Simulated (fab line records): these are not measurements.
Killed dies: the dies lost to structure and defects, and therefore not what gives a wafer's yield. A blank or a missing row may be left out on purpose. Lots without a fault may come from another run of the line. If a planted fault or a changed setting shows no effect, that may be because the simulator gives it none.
Which tool did it? || flow gf180mcu || 6 lots with 18 wafers sampled at 3 steps, on a route of 602 steps

## WHAT THE GAUGES READ, wafer by wafer
GF_POLY_GATE_CD_MEAS_10 targets a cd of 280 nm.
{"lot": "L360", "measured": "day 9 19:11", "on": "cdSem-01", "cdNm (nm)": "279.5 279.6 278.6"}
{"lot": "L363", "measured": "day 10 16:59", "on": "cdSem-01", "cdNm (nm)": "281.4 280.6 279.6"}
{"lot": "L369", "measured": "day 12 11:55", "on": "cdSem-01", "cdNm (nm)": "279.6 280.7 279.7"}
{"lot": "L371", "measured": "day 13 00:14", "on": "cdSem-02", "cdNm (nm)": "279.3 279.9 279.5"}
{"lot": "L374", "measured": "day 14 01:39", "on": "cdSem-01", "cdNm (nm)": "279.8 280.6 280.0"}
{"lot": "L381", "measured": "day 16 00:39", "on": "cdSem-02", "cdNm (nm)": "282.7 280.9 281.0"}

## WHAT TOOL EACH LOT RAN ON (gives the tool, then ch and the chambers of the sampled wafers, and finally the start)
{"lot": "L360", "GF_MVSD_COAT_02": "lithoTrack-02 ch 0, day 4 14:49", "GF_MVSD_STRIP_10": "plasmaAsher-04 ch 0,1, day 4 21:47"}
{"lot": "L363", "GF_MVSD_COAT_02": "lithoTrack-01 ch 0, day 5 09:28", "GF_MVSD_STRIP_10": "plasmaAsher-01 ch 0,1, day 5 16:29"}
{"lot": "L369", "GF_MVSD_COAT_02": "lithoTrack-04 ch 0, day 6 20:08", "GF_MVSD_STRIP_10": "plasmaAsher-04 ch 0,1, day 7 04:29"}
{"lot": "L371", "GF_MVSD_COAT_02": "lithoTrack-01 ch 0, day 7 05:45", "GF_MVSD_STRIP_10": "plasmaAsher-02 ch 0, day 7 14:11"}
{"lot": "L374", "GF_MVSD_COAT_02": "lithoTrack-02 ch 0, day 7 23:49", "GF_MVSD_STRIP_10": "plasmaAsher-02 ch 0,1, day 8 07:47"}
{"lot": "L381", "GF_MVSD_COAT_02": "lithoTrack-01 ch 0, day 9 15:11", "GF_MVSD_STRIP_10": "plasmaAsher-01 ch 0,1, day 10 00:22"}
- GF_MVSD_COAT_02: resist thk 3000 nm.
- GF_MVSD_STRIP_10: strips in O2/N2.

## THE ANSWER, worked out from the rows above alone
Rule: the lots themselves supply what counts as usual. The widest of any qualifying gaps counts: lots, ordered by their means at a reading, are off when they make up no more than a third of the lots, leave a main group of 4 or more, and stand apart from it by 3 or more times the standard deviation of that group's means. Not used: any main group whose means are identical at the precision the tables above print for the reading. Also off: a lot with no number at a reading for which 4 or more lots have one. The other lots that the step has rows for count as sound.
No lot is off at any reading shown: from this, nothing can be told.

## WHAT HAD BEEN PUT IN BY THE SIMULATOR
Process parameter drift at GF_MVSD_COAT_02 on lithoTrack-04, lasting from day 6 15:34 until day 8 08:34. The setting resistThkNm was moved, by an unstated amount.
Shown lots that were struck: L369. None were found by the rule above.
